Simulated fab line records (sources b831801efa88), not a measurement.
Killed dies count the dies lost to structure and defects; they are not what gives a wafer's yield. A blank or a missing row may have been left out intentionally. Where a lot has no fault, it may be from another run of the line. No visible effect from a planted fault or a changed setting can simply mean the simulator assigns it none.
Problem report in the 8D (eight disciplines) form, filled by code    flow sky130    the parts of the form that need people (team, actions taken, sign-off) are left out

1. PROBLEM STATEMENT
cd-nm at SKY_VT_ADJUST_HVTP_CD_MEAS_07 reads a mean of 363.0 nm on 2 wafers of 2 lots; wafers without a fault read 379.9 nm with a standard deviation of 2.8. That puts it -6.0 standard deviations away from the usual mean.
The step: target cd 380 nm.
Earliest sighting: wafer L687.4 on cd-sem-02 at day 9 20:00. The record has a number at this step for 37 wafers belonging to 13 lots. By rule, "out" or "out of limits" means more than 4 standard deviations away from the usual mean. All remaining wafers that have a number are taken as sound.

2. WHAT THIS IS AND IS NOT
question                     is                is not
which readings at this step  cd-nm             -
which lots                   L687, L689        L673, L676, L677, L679, L680, L681, L682, L683, L684, L685, L688
which wafers of those lots   L687.4, L689.4    L687.6, L689.6
read on which gauges         cd-sem-02         cd-sem-01
when                         from day 9 20:00  up to then (31 sound wafers); but 4 sound wafers of L688, L689 came after

3. SUSPECTS, AND WHAT RULES EACH OUT
Counting: any tool at a process step up to the reading remains a suspect provided it ran every lot that is out. Sound lots after the first of them don't rule it out here, since some wafers of a struck lot are sound.
- the gauge at SKY_VT_ADJUST_HVTP_CD_MEAS_07: kept. All the wafers that are out were read on cd-sem-02, and no step on other tools shows them out.
- iline-stepper-02 at SKY_VT_ADJUST_HVTP_EXPOSE_04 (exposes mask HVTPM, target cd 380 nm): kept. It processed each lot that is out (first: L687, day 9 09:47); up to then, its last sound lot is L684 (day 8 12:29).
Left after counting: iline-stepper-02 at SKY_VT_ADJUST_HVTP_EXPOSE_04, cd-sem-02 at SKY_VT_ADJUST_HVTP_CD_MEAS_07.

4. THE CAUSE (what the simulator had put in)
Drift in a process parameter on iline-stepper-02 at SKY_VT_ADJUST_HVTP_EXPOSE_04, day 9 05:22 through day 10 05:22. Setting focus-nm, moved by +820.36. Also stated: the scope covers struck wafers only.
This tool is one of the 2 suspects left after counting.

5. SEQUENCE OF EFFECTS, ordered by route
Each row: a reading where the mean over the struck wafers with a number is more than 3 standard deviations away from the usual. Scope: only readings with a usual standard deviation given in the record; hours: median across lots of the time from each lot's start at the first step in this table that gives one to its start at this step; sigmas: change in usual standard deviations.
hours  step                           reading  usual     on struck wafers  change  sigmas
0      SKY_VT_ADJUST_HVTP_CD_MEAS_07  cd-nm    379.9 nm  363.0             -16.9   -6.0

6. WHAT WOULD HAVE CAUGHT IT SOONER
Counted from the fault's start at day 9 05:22, it took 15 hours until the first out-of-limits reading at a measuring or inspecting step in this record, taken at day 9 20:00.
No tool reading at SKY_VT_ADJUST_HVTP_EXPOSE_04 that has a usual standard deviation in the record was out on any struck wafer, so an alarm limit of 4 standard deviations on those readings would not have fired.
L689, from the lots that are out (2), started SKY_VT_ADJUST_HVTP_EXPOSE_04 on iline-stepper-02 later than day 9 20:00. Holding the tool at that time would have saved it.
